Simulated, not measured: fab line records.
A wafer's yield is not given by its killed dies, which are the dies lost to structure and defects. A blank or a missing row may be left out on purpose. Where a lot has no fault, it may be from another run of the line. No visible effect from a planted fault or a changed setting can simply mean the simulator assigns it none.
Matching of chambers :: flow sky130 :: 4 sister chambers for SKY_VIA1_ETCH_15 on rieDiel-03
The step etches SiO2 in C4F8/O2/Ar, stops on TiN, target depth 351 nm, time 54 s. 8 wafers are shown with their chamber, then 8 later ones without.

## WAFERS, EACH WITH ITS CHAMBER
wafer: L639.6
chamber: 2
biasW (W): 1201
oesProductAu (a.u.): 0.986

wafer: L640.6
chamber: 3
biasW (W): 1200
oesProductAu (a.u.): 0.977

wafer: L643.1
chamber: 0
biasW (W): 1199
oesProductAu (a.u.): 0.981

wafer: L643.2
chamber: 2
biasW (W): 1202
oesProductAu (a.u.): 0.983

wafer: L645.2
chamber: 3
biasW (W): 1201
oesProductAu (a.u.): 0.981

wafer: L645.3
chamber: 0
biasW (W): 1198
oesProductAu (a.u.): 0.978

wafer: L645.4
chamber: 1
biasW (W): 1199
oesProductAu (a.u.): 0.983

wafer: L651.1
chamber: 1
biasW (W): 1203
oesProductAu (a.u.): 0.971

## WAFERS WITHOUT THEIR CHAMBER
wafer: L651.4
biasW (W): 1200
oesProductAu (a.u.): 0.971

wafer: L651.6
biasW (W): 1202
oesProductAu (a.u.): 0.982

wafer: L656.1
biasW (W): 1196
oesProductAu (a.u.): 0.976

wafer: L656.2
biasW (W): 1198
oesProductAu (a.u.): 0.986

wafer: L656.4
biasW (W): 1200
oesProductAu (a.u.): 0.988

wafer: L658.2
biasW (W): 1201
oesProductAu (a.u.): 0.979

wafer: L658.3
biasW (W): 1199
oesProductAu (a.u.): 0.981

wafer: L658.6
biasW (W): 1200
oesProductAu (a.u.): 0.970

## THE CHAMBER EACH PASSED THROUGH
wafer: L651.4
from the rows above: can't be placed: 1 or 3 or 0 or 2
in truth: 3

wafer: L651.6
from the rows above: can't be placed: 2 or 3 or 1 or 0
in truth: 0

wafer: L656.1
from the rows above: can't be placed: 0 or 3 or 1
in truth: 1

wafer: L656.2
from the rows above: can't be placed: 0 or 3 or 2 or 1
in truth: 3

wafer: L656.4
from the rows above: can't be placed: 2 or 3 or 0 or 1
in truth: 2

wafer: L658.2
from the rows above: can't be placed: 3 or 1 or 2 or 0
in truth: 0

wafer: L658.3
from the rows above: can't be placed: 0 or 3 or 1 or 2
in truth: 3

wafer: L658.6
from the rows above: can't be placed: 1 or 3 or 0 or 2
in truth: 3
Correct placement for 0 of the 8. Cannot be placed on the basis of these rows: 8; the candidates contain the true chamber in 8. Wrongly placed: 0.
How it was worked out, from the rows above alone: a wafer's distance from a chamber is the root of the sum, over the readings, of the square of ((its reading less the chamber's mean) divided by the reading's scatter). The wafer belongs to the nearest chamber; if the next one is less than 2 further off, it can't be placed. A chamber's mean is the mean of its shown wafers. The scatter is the square root of a quotient: the sum, over the shown wafers, of each reading's squared deviation from its chamber's mean, divided by wafers minus chambers.
